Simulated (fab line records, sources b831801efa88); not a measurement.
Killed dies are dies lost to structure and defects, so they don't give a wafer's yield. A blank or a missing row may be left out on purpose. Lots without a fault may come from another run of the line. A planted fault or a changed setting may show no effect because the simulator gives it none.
fab line records | flow gf180mcu
record lots=14 wafers=42 last_day=34
route steps=602 shown V1@357 M2@366
lots that met no fault: from a run of the same line without faults
start_h: hours from the record's first day to the start of the lot's first wafer shown | wait_h: hours since the lot's step before | " the same as in the row above | L1.1+2: a row that stands for several wafers | - no value, or no start given | * or withheld: withheld | < > ~ a bound
route shown NAME@n: a module of which the file shows steps, and the number in the route of the first | usual: mean/standard deviation of fault-free wafers | same: alike in all rows | chamber/n: place in a boat | sites: the reading at each site | _std_site: their standard deviation | _edge_site: outer sites' mean less inner sites' | radius_mm: how far each site lies from the wafer's centre | mask NAME#n: copy n | behind: the tool/chamber that last shaped the wafer | hold: why the lot was held/for how many hours/how that ended | device: the transistor (n, p or np) that didn't switch | end of line: the same wafers' tests at the end of the route | a step without rows: its recipe alone | killed: dies lost to structure and defects at the first sort, not the wafer's yield | map: a wafer's dies, x killed, . not, _ none there
set.NAME: the setting as run; set.NAME@STEP: as run at that earlier step | model.NAME: the simulator's own value behind a step, which no gauge read
steps of the route over a sample of lots; a table a step, a row a wafer
services: from which hour (start_h, from the record's first day; less than 0 if before it) a tool's chamber was out of use, for how many hours, and why
## steps
# step GF_V1_SPUTTER_22
# recipe material=TiN target_thk_nm=10 chamber_pressure_pa=5 power_w=4000 time_s=40
# usual chamber_pressure_pa=5.000/0.0096 throttle_valve_pct=29.9/1.1
# columns lot.wafer tool chamber start_h wait_h chamber_pressure_pa throttle_valve_pct
L208.1 pvd_sputter-03 - 419.10 0.0 5.007 30.8
L208.5 " - " " 4.994 30.7
L208.6 " - " " 4.996 30.8
L209.2 pvd_sputter-04 - 432.82 0.0 5.004 30.5
L209.3 " - " " 5.008 29.2
L209.6 " - " " 5.027 30.6
L210.2 pvd_sputter-03 - 441.77 0.0 4.998 30.6
L210.3 " - " " 4.989 29.6
L210.5 " - " " 4.997 30.3
L211.3 pvd_sputter-02 - 450.27 0.0 4.988 27.7
L211.5 " - " " 4.991 31.0
L211.6 " - " " 5.027 27.8
L212.2 pvd_sputter-04 - 462.63 0.0 5.005 30.8
L212.3 " - " " 5.013 30.9
L212.4 " - " " 5.001 29.1
L213.2 pvd_sputter-04 - 470.07 0.0 4.988 29.1
L213.4 " - " " 5.011 30.5
L213.5 " - " " 4.994 30.8
L216.1 pvd_sputter-04 - 498.86 0.0 4.984 30.5
L216.3 " - " " 5.018 28.9
L216.5 " - " " 5.009 30.8
L217.1 pvd_sputter-04 - 512.11 0.0 4.971 29.2
L217.3 " - " " 5.003 30.5
L217.6 " - " " 5.003 29.3
L218.1 pvd_sputter-03 - 518.50 0.0 5.001 30.5
L218.2 " - " " 5.005 30.4
L218.4 " - " " 4.985 29.6
L219.2 pvd_sputter-02 - 524.47 0.0 5.010 29.5
L219.3 " - " " 5.004 27.8
L219.5 " - " " 4.992 31.2
L220.3 pvd_sputter-02 - 530.97 0.0 4.996 27.7
L220.5 " - " " 5.001 27.7
L220.6 " - " " 4.999 29.8
L221.1 pvd_sputter-04 - 541.24 0.0 4.989 30.7
L221.2 " - " " 5.012 29.2
L221.6 " - " " 5.012 28.9
L222.3 pvd_sputter-02 - 544.75 0.0 5.006 31.0
L222.5 " - " " 5.006 27.9
L222.6 " - " " 5.000 31.0
L230.1 pvd_sputter-03 - 605.62 0.0 5.005 30.8
L230.3 " - " " 5.009 30.7
L230.6 " - " " 4.984 30.4
# step GF_V1_RS_MEAS_24
# recipe thk_meas_gauge=four-point-probe reads=W_of_V1_CVD_23+TiN_of_V1_SPUTTER_22+Ti_of_V1_SPUTTER_21
# usual V1_W_RS=0.328/0.0054
# columns lot.wafer tool chamber start_h wait_h V1_W_RS[ohm/sq]
L208.1 film_metro-04 - 419.25 0.1 0.321
L208.5 " - " " 0.324
L208.6 " - " " 0.331
L209.2 film_metro-03 - 432.99 0.1 0.326
L209.3 " - " " 0.324
L209.6 " - " " 0.333
L210.2 film_metro-04 - 441.94 0.1 0.324
L210.3 " - " " 0.328
L210.5 " - " " 0.324
L211.3 film_metro-02 - 450.46 0.1 0.334
L211.5 " - " " 0.335
L211.6 " - " " 0.331
L212.2 film_metro-04 - 462.80 0.1 0.327
L212.3 " - " " 0.323
L212.4 " - " " 0.333
L213.2 film_metro-04 - 470.35 0.2 0.335
L213.4 " - " " 0.330
L213.5 " - " " 0.331
L216.1 film_metro-04 - 499.01 0.1 0.323
L216.3 " - " " 0.327
L216.5 " - " " 0.321
L217.1 film_metro-04 - 512.26 0.1 0.331
L217.3 " - " " 0.331
L217.6 " - " " 0.329
L218.1 film_metro-04 - 518.65 0.1 0.319
L218.2 " - " " 0.328
L218.4 " - " " 0.317
L219.2 film_metro-04 - 524.64 0.1 0.338
L219.3 " - " " 0.339
L219.5 " - " " 0.330
L220.3 film_metro-03 - 531.16 0.1 0.333
L220.5 " - " " 0.335
L220.6 " - " " 0.335
L221.1 film_metro-04 - 541.39 0.1 0.336
L221.2 " - " " 0.334
L221.6 " - " " 0.331
L222.3 film_metro-02 - 544.94 0.1 0.319
L222.5 " - " " 0.325
L222.6 " - " " 0.323
L230.1 film_metro-04 - 605.77 0.1 0.331
L230.3 " - " " 0.332
L230.6 " - " " 0.331
# step GF_M2_SPUTTER_04
# recipe material=TiN target_thk_nm=50 power_w=6500 time_s=41.7 chamber_pressure_pa=0.4
# usual chamber_pressure_pa=0.4001/0.00086 throttle_valve_pct=30.2/0.76
# columns lot.wafer tool chamber start_h wait_h chamber_pressure_pa throttle_valve_pct
L208.1 pvd_sputter-04 - 419.92 0.0 0.4010 29.2
L208.5 " - " " 0.4023 30.3
L208.6 " - " " 0.4015 29.3
L209.2 pvd_sputter-04 - 433.63 0.0 0.4017 30.6
L209.3 " - " " 0.4001 30.8
L209.6 " - " " 0.3997 29.4
L210.2 pvd_sputter-01 - 442.58 0.0 0.3996 28.9
L210.3 " - " " 0.3993 28.7
L210.5 " - " " 0.3989 29.2
L211.3 pvd_sputter-03 - 451.08 0.0 0.4016 29.6
L211.5 " - " " 0.4018 30.5
L211.6 " - " " 0.3998 30.9
L212.2 pvd_sputter-01 - 463.44 0.0 0.3985 28.9
L212.3 " - " " 0.4007 31.5
L212.4 " - " " 0.4006 30.9
L213.2 pvd_sputter-01 - 470.99 0.0 0.3989 30.9
L213.4 " - " " 0.4010 29.2
L213.5 " - " " 0.3994 30.5
L216.1 pvd_sputter-03 - 499.67 0.0 0.3999 30.8
L216.3 " - " " 0.4000 29.4
L216.5 " - " " 0.4000 30.7
L217.1 pvd_sputter-03 - 512.92 0.0 0.3992 30.4
L217.3 " - " " 0.3992 30.5
L217.6 " - " " 0.4006 30.8
L218.1 pvd_sputter-04 - 519.31 0.0 0.4014 30.5
L218.2 " - " " 0.3997 30.6
L218.4 " - " " 0.4018 29.3
L219.2 pvd_sputter-03 - 525.28 0.0 0.3995 29.6
L219.3 " - " " 0.4001 31.0
L219.5 " - " " 0.3994 30.7
L220.3 pvd_sputter-01 - 531.78 0.0 0.4010 29.1
L220.5 " - " " 0.3993 29.2
L220.6 " - " " 0.4008 31.2
L221.1 pvd_sputter-01 - 542.12 0.0 0.3994 29.1
L221.2 " - " " 0.4011 29.1
L221.6 " - " " 0.4000 31.1
L222.3 pvd_sputter-04 - 545.56 0.0 0.4010 30.5
L222.5 " - " " 0.3999 30.4
L222.6 " - " " 0.3997 31.0
L230.1 pvd_sputter-04 - 606.69 0.0 0.3992 30.3
L230.3 " - " " 0.3992 30.6
L230.6 " - " " 0.4007 30.8
# step GF_M2_PEB_12
# recipe peb_temp_c=135 peb_time_s=90 resist=KrF
# usual chill_plate_temp_C=23.00/0.095 exhaust_pa=45.0/1
# columns lot.wafer tool chamber start_h wait_h chill_plate_temp_C exhaust_pa
L208.1 litho_track-04 0 443.84 - 23.06 45.4
L208.5 " 0 " " 23.22 44.2
L208.6 " 0 " " 23.15 45.8
L209.2 litho_track-02 0 457.63 - 22.96 43.4
L209.3 " 0 " " 22.87 43.3
L209.6 " 0 " " 22.87 43.0
L210.2 litho_track-02 0 466.73 - 23.02 44.2
L210.3 " 0 " " 22.93 45.0
L210.5 " 0 " " 23.11 44.7
L211.3 litho_track-04 0 475.30 - 22.87 45.5
L211.5 " 0 " " 23.05 42.6
L211.6 " 0 " " 23.07 43.6
L212.2 litho_track-02 0 486.98 - 23.06 43.8
L212.3 " 0 " " 22.98 45.1
L212.4 " 0 " " 22.97 44.4
L213.2 litho_track-04 0 494.47 - 23.20 44.1
L213.4 " 0 " " 23.05 44.8
L213.5 " 0 " " 23.03 42.5
L216.1 litho_track-04 0 522.98 - 22.94 45.3
L216.3 " 0 " " 22.97 46.1
L216.5 " 0 " " 22.94 45.4
L217.1 litho_track-02 0 535.94 - 22.91 45.4
L217.3 " 0 " " 22.88 44.7
L217.6 " 0 " " 23.05 44.8
L218.1 litho_track-01 0 542.05 - 22.99 46.1
L218.2 " 0 " " 23.07 44.9
L218.4 " 0 " " 23.06 43.8
L219.2 litho_track-04 0 547.82 - 23.02 45.2
L219.3 " 0 " " 22.90 44.5
L219.5 " 0 " " 22.93 44.2
L220.3 litho_track-04 0 554.20 - 23.18 44.2
L220.5 " 0 " " 23.08 46.0
L220.6 " 0 " " 22.98 43.3
L221.1 litho_track-02 - 563.84 - - -
L221.2 " - " " - -
L221.6 " - " " - -
L222.3 litho_track-01 - 567.67 - - -
L222.5 " - " " - -
L222.6 " - " " - -
L230.1 litho_track-02 0 626.19 - 23.02 44.7
L230.3 " 0 " " 23.02 45.5
L230.6 " 0 " " 23.11 45.5
## services
# columns tool chamber start_h hours kind
pvd_sputter-03 - 401.01 2.1 repair
litho_track-02 - 453.96 - consumable_replace:filter
pvd_sputter-03 - 484.16 2.4 repair
pvd_sputter-02 - 553.64 2.9 repair
pvd_sputter-04 - 560.63 0.9 repair
pvd_sputter-03 - 577.02 4.0 repair
pvd_sputter-01 - 590.01 0.7 repair
## key
first_sign step=GF_M2_PEB_12 reading=tool_record direction=missing
effect none on later readings
met_at GF_M2_PEB_12
struck_lots L221,L222
later_rows_left_out L221.1,L221.2,L221.6,L222.3,L222.5,L222.6
sort_left_out L221.1,L221.2,L221.6,L222.3,L222.5,L222.6
not_acting_at GF_V1_SPUTTER_22,GF_V1_RS_MEAS_24,GF_M2_SPUTTER_04
onset_between 542.05 563.84
fault kind=skipped_step_whole tool=litho_track-01,litho_track-02 chamber=- onset_h=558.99 steps=GF_M2_PEB_12 scope=struck_lots_only
# sort_left_out: the simulated sort isn't trusted on such a fault, so these wafers' sort isn't shown, and their yield isn't known
# later_rows_left_out: the simulator's readings of these wafers behind a module that went badly wrong aren't trusted and aren't shown, but for the sort
